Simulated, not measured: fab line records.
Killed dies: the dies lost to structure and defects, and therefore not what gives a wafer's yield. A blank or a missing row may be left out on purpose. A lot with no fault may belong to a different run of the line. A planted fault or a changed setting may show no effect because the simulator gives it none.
One fault through the eyes of 2 desks | flow gf180mcu | numbers are kept per desk, each desk with only its own; the story behind them comes last

METROLOGY DESK
Lot by lot, what the gauges showed, no matter which tool ran the lot: averages of those sampled wafers that carry a number. The brackets show how far a lot's mean lies from the usual mean; more than 4 standard deviations puts the lot out of limits, marked OUT.
Columns: A = V2_W_THK at GF_V2_THK_MEAS_25, usual 345 nm
lot  | first seen here | A
L956 | day 20 01:24    | 344
L960 | day 21 18:33    | 345
L961 | day 22 06:07    | 352
L963 | day 22 22:48    | 345
L964 | day 23 07:13    | 343
L965 | day 23 16:41    | 346
L968 | day 24 17:07    | 342
L975 | day 27 00:17    | 353
L979 | day 28 02:54    | 332
Finding of this desk: none of the 9 lots has anything out of limits.

AT THE TOOL OWNER'S DESK: rieDiel-01
The tool's own readings at GF_CONTACT_ETCH_16 (etches BARC in N2/H2): means of the sampled wafers that have a number, for each lot that ran on this tool. The brackets show how far a lot's mean lies from the usual mean; more than 4 standard deviations puts the lot out of limits, marked OUT.
Columns: A = biasW at GF_CONTACT_ETCH_16, usual 100.0 W; B = chamberPressureMTorr at GF_CONTACT_ETCH_16, usual 30.000 mTorr; C = drypumpMotorCurrentA at GF_CONTACT_ETCH_16, usual 5.7 A; D = oesProductAu at GF_CONTACT_ETCH_16, usual 0.856 a.u.; E = throttleValvePct at GF_CONTACT_ETCH_16, usual 13.226 %
lot  | first seen here | A     | B      | C   | D     | E
L965 | day 19 09:52    | 100.1 | 29.966 | 5.4 | 0.859 | 13.218
L968 | day 20 15:15    | 100.0 | 30.007 | 5.4 | 0.858 | 13.229
L975 | day 23 03:33    | 100.2 | 29.954 | 6.1 | 0.854 | 13.223
L979 | day 24 09:10    | 100.3 | 29.983 | 6.4 | 0.860 | 13.231
Finding of this desk: none of the 4 lots has anything out of limits.

PUT TOGETHER
Nothing out of limits was seen by the metrology desk.
The desk of the tool owner found nothing out of limits.

WHAT THE SIMULATOR PUT IN
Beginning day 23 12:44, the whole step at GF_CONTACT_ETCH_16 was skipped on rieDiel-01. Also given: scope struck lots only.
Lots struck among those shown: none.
